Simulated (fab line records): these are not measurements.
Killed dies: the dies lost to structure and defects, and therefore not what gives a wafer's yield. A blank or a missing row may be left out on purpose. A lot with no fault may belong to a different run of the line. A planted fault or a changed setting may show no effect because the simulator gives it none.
Problem report, 8D (eight disciplines) form, completed by code + flow gf180mcu + the parts of the form that need people (team, actions taken, sign-off) are left out

1. THE ISSUE
Wafers free of any fault read 265.6 (standard deviation 1.2) for VT_IMPLANT_3_TW at GF_VT_IMPLANT_TW_MEAS_32, against a mean of 259.6 on 2 wafers of 2 lots. Measured from the usual mean, that is -5.0 standard deviations.
First observed at day 10 04:21: wafer L826.1, on film metro-03. The record holds 42 wafers of 14 lots with a number at this step. Rule for "out" (also "out of limits"): further than 4 standard deviations from the usual mean. The other wafers with a number count as sound.

2. WHAT IT IS; WHAT IT IS NOT
| question                    | is                           | is not                                                                                             |
|-----------------------------|------------------------------|----------------------------------------------------------------------------------------------------|
| which readings at this step | VT_IMPLANT_3_TW              | -                                                                                                  |
| which lots                  | L826, L829                   | L814, L815, L816, L817, L818, L819, L823, L827, L832, L834, L835, L837                             |
| which wafers of those lots  | L826.1, L829.4               | L826.2, L826.6, L829.3, L829.5                                                                     |
| read on which gauges        | film metro-01, film metro-03 | -                                                                                                  |
| when                        | from day 10 04:21            | up to then (23 sound wafers); but 17 sound wafers of L827, L829, L832, L834, L835, L837 came after |

3. WHAT RULES OUT EACH SUSPECT
Counting: a tool at a process step up to the reading stays a suspect if it ran every lot that is out. Sound lots after the first of them don't rule it out here, since some wafers of a struck lot are sound.
- ruled out: the gauge at GF_VT_IMPLANT_TW_MEAS_32. Those wafers that are out were read across 2 gauges (film metro-01, film metro-03).
- implanter-01 at GF_VT_IMPLANT_IMPLANT_30: kept. Every lot that is out went through it, the first being L826 (day 10 04:06); the last sound lot it ran before that was L819 (day 8 07:01).
Remaining after the count: implanter-01 at GF_VT_IMPLANT_IMPLANT_30.

4. THE CAUSE (what the simulator had put in)
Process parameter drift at GF_VT_IMPLANT_IMPLANT_30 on implanter-01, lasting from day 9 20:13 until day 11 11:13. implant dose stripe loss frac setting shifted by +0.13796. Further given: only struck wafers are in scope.
Counting left only this tool.

5. THE EFFECT CHAIN, in route order
Each row: a reading whose mean over the struck wafers that have a number lies more than 3 standard deviations from the usual. Readings are gone through only where the record gives a usual standard deviation; hours: the median, over the lots, of the time from a lot's start at the first step in this table giving one to that lot's start at this step; sigmas: the change measured in usual standard deviations.
| hours | step                     | reading         | usual | on struck wafers | change | sigmas |
|-------|--------------------------|-----------------|-------|------------------|--------|--------|
| 0     | GF_VT_IMPLANT_TW_MEAS_32 | VT_IMPLANT_3_TW | 265.6 | 259.6            | -6.1   | -5.0   |

6. WHAT WOULD HAVE CAUGHT IT SOONER
The first out-of-limits reading at a measuring or inspecting step in this record came at day 10 04:21, 8 hours after the fault's start at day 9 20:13.
Of the lots that are out (2), L829 began GF_VT_IMPLANT_IMPLANT_30 on implanter-01 after day 10 04:21. Putting the tool on hold at that point would have spared it.
